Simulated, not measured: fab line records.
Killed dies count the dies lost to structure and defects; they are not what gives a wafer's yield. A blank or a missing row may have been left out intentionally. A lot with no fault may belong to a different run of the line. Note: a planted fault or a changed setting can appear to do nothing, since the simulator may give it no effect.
The tool behind it: which one? || flow sfq line || 14 lots, 42 wafers sampled, at 1 step of a route of 325

== WHAT EACH GAUGE READ, for each wafer ==
The record holds no reading of a measuring or inspecting step that can be judged against a usual standard deviation.

== EACH LOT AND THE TOOL THAT RAN IT (in order: tool; ch and the chambers of the sampled wafers; start) ==
{"lot": "L327", "SFQ_TRILAYER_I4_VIA_LITHO_DEVELOP_105": "litho track-03 ch 0, day 46 21:44"}
{"lot": "L328", "SFQ_TRILAYER_I4_VIA_LITHO_DEVELOP_105": "litho track-03 ch 0, day 46 22:56"}
{"lot": "L329", "SFQ_TRILAYER_I4_VIA_LITHO_DEVELOP_105": "litho track-03 ch 0, day 47 00:10"}
{"lot": "L331", "SFQ_TRILAYER_I4_VIA_LITHO_DEVELOP_105": "litho track-03 ch 0, day 53 16:05"}
{"lot": "L332", "SFQ_TRILAYER_I4_VIA_LITHO_DEVELOP_105": "litho track-04 ch 0, day 53 22:05"}
{"lot": "L333", "SFQ_TRILAYER_I4_VIA_LITHO_DEVELOP_105": "litho track-03 ch 0, day 53 23:16"}
{"lot": "L335", "SFQ_TRILAYER_I4_VIA_LITHO_DEVELOP_105": "litho track-03 ch 0, day 54 10:41"}
{"lot": "L336", "SFQ_TRILAYER_I4_VIA_LITHO_DEVELOP_105": "litho track-01 ch 0, day 54 14:17"}
{"lot": "L339", "SFQ_TRILAYER_I4_VIA_LITHO_DEVELOP_105": "litho track-03 ch 0, day 56 13:23"}
{"lot": "L345", "SFQ_TRILAYER_I4_VIA_LITHO_DEVELOP_105": "litho track-01, day 61 21:11"}
{"lot": "L346", "SFQ_TRILAYER_I4_VIA_LITHO_DEVELOP_105": "litho track-03, day 62 05:37"}
{"lot": "L347", "SFQ_TRILAYER_I4_VIA_LITHO_DEVELOP_105": "litho track-03 ch 0, day 62 06:49"}
{"lot": "L348", "SFQ_TRILAYER_I4_VIA_LITHO_DEVELOP_105": "litho track-04 ch 0, day 62 18:55"}
{"lot": "L349", "SFQ_TRILAYER_I4_VIA_LITHO_DEVELOP_105": "litho track-03 ch 0, day 63 10:23"}
- SFQ_TRILAYER_I4_VIA_LITHO_DEVELOP_105: time 60 s.

== WHAT THE TOOLS THEMSELVES READ (means of the sampled wafers that have a number; where no wafer has one, the mark that the record gives instead) ==
SFQ_TRILAYER_I4_VIA_LITHO_DEVELOP_105.
{"lot": "L327", "tool": "litho track-03", "chill plate temp C (C)": 22.84, "exhaust pa (Pa)": 45.0}
{"lot": "L328", "tool": "litho track-03", "chill plate temp C (C)": 23.00, "exhaust pa (Pa)": 44.4}
{"lot": "L329", "tool": "litho track-03", "chill plate temp C (C)": 22.91, "exhaust pa (Pa)": 45.5}
{"lot": "L331", "tool": "litho track-03", "chill plate temp C (C)": 22.87, "exhaust pa (Pa)": 46.3}
{"lot": "L332", "tool": "litho track-04", "chill plate temp C (C)": 23.00, "exhaust pa (Pa)": 45.2}
{"lot": "L333", "tool": "litho track-03", "chill plate temp C (C)": 23.04, "exhaust pa (Pa)": 44.5}
{"lot": "L335", "tool": "litho track-03", "chill plate temp C (C)": 22.95, "exhaust pa (Pa)": 44.2}
{"lot": "L336", "tool": "litho track-01", "chill plate temp C (C)": 23.00, "exhaust pa (Pa)": 45.1}
{"lot": "L339", "tool": "litho track-03", "chill plate temp C (C)": 22.92, "exhaust pa (Pa)": 44.4}
{"lot": "L345", "tool": "litho track-01", "chill plate temp C (C)": "-", "exhaust pa (Pa)": "-"}
{"lot": "L346", "tool": "litho track-03", "chill plate temp C (C)": "-", "exhaust pa (Pa)": "-"}
{"lot": "L347", "tool": "litho track-03", "chill plate temp C (C)": 22.82, "exhaust pa (Pa)": 45.9}
{"lot": "L348", "tool": "litho track-04", "chill plate temp C (C)": 22.94, "exhaust pa (Pa)": 45.1}
{"lot": "L349", "tool": "litho track-03", "chill plate temp C (C)": 23.03, "exhaust pa (Pa)": 45.8}

== THE ANSWER, worked out from the rows above alone ==
Rule: what is usual is taken from the lots themselves. Put in order of their means at a reading, lots are off if they are a third of the lots or fewer, leave a main group of 4 or more, and stand apart from it by a gap of 3 or more times the standard deviation of the main group's means; of several such gaps the widest counts. A main group whose means are all the same, to the digits that the tables above print for the reading, isn't used. Also off: a lot with no number at a reading for which 4 or more lots have one. Any other lot the step has rows for is counted as sound. The gauges are gone through in route order, then the tools' own readings, and for those a lot's mean is taken as printed above. At the first step where some lot is off, the reading lying furthest off is the one used; lots without a number count as furthest.
Off: L345, L346, at SFQ_TRILAYER_I4_VIA_LITHO_DEVELOP_105 (chill plate temp C). Without a number there: L345, L346. Mean 22.94 C and standard deviation 0.07 in the main group.
A tool fits if, at that step or a process step before it, it ran every lot that is off, and no sound lot after the first of them. Of those tried, none fits.

== WHAT THE SIMULATOR HAD PUT IN ==
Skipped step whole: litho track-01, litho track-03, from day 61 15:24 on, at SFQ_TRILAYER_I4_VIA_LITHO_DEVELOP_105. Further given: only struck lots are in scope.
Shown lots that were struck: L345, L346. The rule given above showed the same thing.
